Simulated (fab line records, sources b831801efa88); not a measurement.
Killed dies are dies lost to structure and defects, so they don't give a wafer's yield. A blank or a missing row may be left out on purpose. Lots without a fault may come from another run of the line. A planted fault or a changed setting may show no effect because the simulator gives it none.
Tool commonality check | flow sky130 | 11 lots, 33 wafers sampled

WHY IT WAS OPENED
At SKY_SPACER_THK_MEAS_01 the reading SPACER_CVD_00_THK is flagged on 2 of 11 lots. Wafers without a fault read 43.0 nm, standard deviation 0.36.
Rule: a lot is flagged when every wafer of it that has a number lies more than 4 standard deviations from that mean, or none has a number. The other lots count as sound.

lot  | measured     | on            | SPACER_CVD_00_THK (nm), wafer by wafer | flag
L793 | day 23 10:40 | film_metro-03 | 42.7 42.3 42.7                         |
L794 | day 23 18:23 | film_metro-04 | 43.7 43.3 43.3                         |
L796 | day 24 08:32 | film_metro-01 | 42.7 42.7 43.0                         |
L795 | day 24 09:44 | film_metro-01 | 43.1 42.6 42.9                         |
L800 | day 25 20:07 | film_metro-01 | 37.4 37.4 37.4                         | FLAGGED
L801 | day 26 06:03 | film_metro-04 | 37.5 37.2 37.1                         | FLAGGED
L809 | day 29 03:05 | film_metro-01 | 43.4 43.2 43.0                         |
L810 | day 29 15:05 | film_metro-01 | 43.1 43.0 42.8                         |
L812 | day 30 12:35 | film_metro-01 | 42.8 42.7 42.8                         |
L815 | day 31 01:40 | film_metro-01 | 42.9 43.0 42.8                         |
L813 | day 31 01:40 | film_metro-03 | 42.8 42.9 43.4                         |
The numbers of the flagged lots are 37.3 nm on average: -5.7 nm against the usual, or -16 standard deviations.

WHICH TOOL RAN EACH LOT
The record holds 1 process step before the reading, out of a route of 708 steps. In each cell: the tool, then ch and the chambers that the sampled wafers went through, then the start.
lot  | flag    | SKY_SPACER_CVD_00
L793 |         | lpcvd-02 ch 1, day 23 09:27
L794 |         | lpcvd-02 ch 1, day 23 17:11
L796 |         | lpcvd-02 ch 1, day 24 07:20
L795 |         | lpcvd-02 ch 0, day 24 08:32
L800 | FLAGGED | lpcvd-02 ch 1, day 25 18:54
L801 | FLAGGED | lpcvd-02 ch 1, day 26 04:51
L809 |         | lpcvd-02 ch 0, day 29 01:53
L810 |         | lpcvd-02 ch 0, day 29 13:53
L812 |         | lpcvd-02 ch 0, day 30 11:23
L815 |         | lpcvd-02 ch 1, day 31 00:27
L813 |         | lpcvd-02 ch 1, day 31 00:27
What these steps do:
- SKY_SPACER_CVD_00: deposits Si3N4 from DCS/NH3, target thk 43.1 nm, time 740 s.
- SKY_SPACER_THK_MEAS_01

FLAGGED OVER TOTAL, TOOL BY TOOL (the gauges that took the reading come last)
step                   | tool          | lots run | flagged | share of the flagged lots | sound lots run after its first flagged lot
SKY_SPACER_CVD_00      | lpcvd-02      | 11       | 2       | all                       | 5 (L809,L810,L812,L813,L815)
SKY_SPACER_THK_MEAS_01 | film_metro-01 | 7        | 1       | some                      | 4 (L809,L810,L812,L815)
SKY_SPACER_THK_MEAS_01 | film_metro-03 | 2        | 0       | none                      | -
SKY_SPACER_THK_MEAS_01 | film_metro-04 | 2        | 1       | some                      | 0

WHAT THE TABLE ALLOWS
1 row of the table ran every flagged lot: lpcvd-02 at SKY_SPACER_CVD_00.
- lpcvd-02 at SKY_SPACER_CVD_00: 2 of its 11 lots flagged. Sound lots ran on it after the first flagged one (L809, L810, L812, L813, L815), which a lasting fault on the whole tool wouldn't allow.
No row of the table ran every flagged lot and no sound lot after the first.

WHAT THE SIMULATOR HAD PUT IN
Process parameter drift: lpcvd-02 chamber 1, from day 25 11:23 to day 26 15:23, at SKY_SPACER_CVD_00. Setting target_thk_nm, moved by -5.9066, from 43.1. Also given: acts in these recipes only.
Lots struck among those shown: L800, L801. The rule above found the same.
